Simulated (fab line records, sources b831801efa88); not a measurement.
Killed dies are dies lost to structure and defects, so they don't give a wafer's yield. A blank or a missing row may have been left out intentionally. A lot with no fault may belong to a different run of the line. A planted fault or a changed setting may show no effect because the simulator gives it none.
Split-lot experiment ; flow sfq line ; 5 lots, 23 wafers read, on a route of 325 steps

== THE SPLIT ==
At SFQ_TRILAYER_I3_VIA_LITHO_PEB_088 (peb time 60 s), the setting peb temp c was moved away from the recipe's 115 C on 4 of the 23 wafers read, by -3.0% to -1.6%. For the rest of the wafers, this setting stayed at what the recipe calls for.

== FROM THE SPLIT TO THE READING: what the file shows between them, 1 step ==
- SFQ_TRILAYER_I3_VIA_LITHO_DEVELOP_087: time 60 s

== THE READING ==
I3.cd nm (the simulator's own value, which no gauge read), in nm, at SFQ_TRILAYER_I3_VIA_BARC_OPEN_VIA_ETCH_121 (etches BARC in O2, target depth 125 nm, time 41.7 s). No usual value for it is given in the file. Here, 19 wafers ran the recipe; their average is 499.7 nm with a standard deviation of 0.65 nm.

wafer;tool, chamber at the split;peb temp c as run, C;against the recipe;I3.cd nm, nm;against lot-mates on the recipe
L074.2;litho track-03, 0;111.6;-3.0%;430.6;-69.5
L074.3;litho track-03, 0;111.6;-3.0%;428.8;-71.3
L074.4;litho track-03, 0;115;recipe;499.1;-
L074.5;litho track-03, 0;115;recipe;500.7;-
L074.6;litho track-03, 0;115;recipe;500.4;-
L075.1;litho track-02, 0;115;recipe;500.1;-
L075.3;litho track-02, 0;115;recipe;498.9;-
L075.4;litho track-02, 0;115;recipe;500;-
L075.5;litho track-02, 0;115;recipe;498.5;-
L075.6;litho track-02, 0;115;recipe;499.3;-
L078.1;litho track-01, 0;115;recipe;500;-
L078.2;litho track-01, 0;115;recipe;499;-
L078.6;litho track-01, 0;115;recipe;499.6;-
L080.1;litho track-02, 0;115;recipe;499.5;-
L080.2;litho track-02, 0;115;recipe;500.6;-
L080.4;litho track-02, 0;115;recipe;499.9;-
L080.5;litho track-02, 0;113.2;-1.6%;464.3;-35.7
L080.6;litho track-02, 0;113.2;-1.6%;465.9;-34.1
L084.1;litho track-01, 0;115;recipe;500.3;-
L084.3;litho track-01, 0;115;recipe;498.7;-
L084.4;litho track-01, 0;115;recipe;499.4;-
L084.5;litho track-01, 0;115;recipe;500.5;-
L084.6;litho track-01, 0;115;recipe;499.6;-

THE FIT
A straight line over all 23 wafers: I3.cd nm changes by +23.4 nm for each +1% of peb temp c; r = +1.00; the points scatter about the line by 0.98 nm.
The same after taking each lot's own level away (the mean of its wafers on the recipe; 23 wafers): +23.5 nm for each +1%; r = +1.00; scatter 0.93 nm.
On that fit, the largest move of peb temp c shifts the reading by 70 nm.
Across the lots, their own levels run from 499.36 to 500.07 nm, a range of 1.1 times the standard deviation given above.
So the lot-to-lot level changes the slope little: the two slopes agree.
Check: -69.4 nm against its lot-mates is what the line predicts for one of the wafers moved furthest among these (-3.0%) when that wafer is left out of the fit. Against them it came out at -69.5 nm.

== FURTHER SPLITS ON THESE WAFERS ==
Other splits were also applied to these wafers ahead of the reading. Each is held against what the fit with the lots' levels taken away leaves over:
other split on the same wafers;wafers away from the commonest value;r with I3.cd nm (lot level and that fit taken away)
SFQ_TRILAYER_M2_LITHO_EXPOSE_058 dose mj;9;+0.06
SFQ_TRILAYER_I2_DEP_PECVD_063 time s;9;-0.18
SFQ_TRILAYER_I2_VIA_LITHO_EXPOSE_068 dose mj;5;+0.01
SFQ_TRILAYER_M3_LITHO_PEB_078 peb time s;11;-0.42
SFQ_TRILAYER_M3_ETCH_METAL_ETCH_078 icp w;9;-0.03

== FILE'S OWN FIT ==
I3.cd nm changes by +23.5 nm for each +1% of peb temp c, r = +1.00.
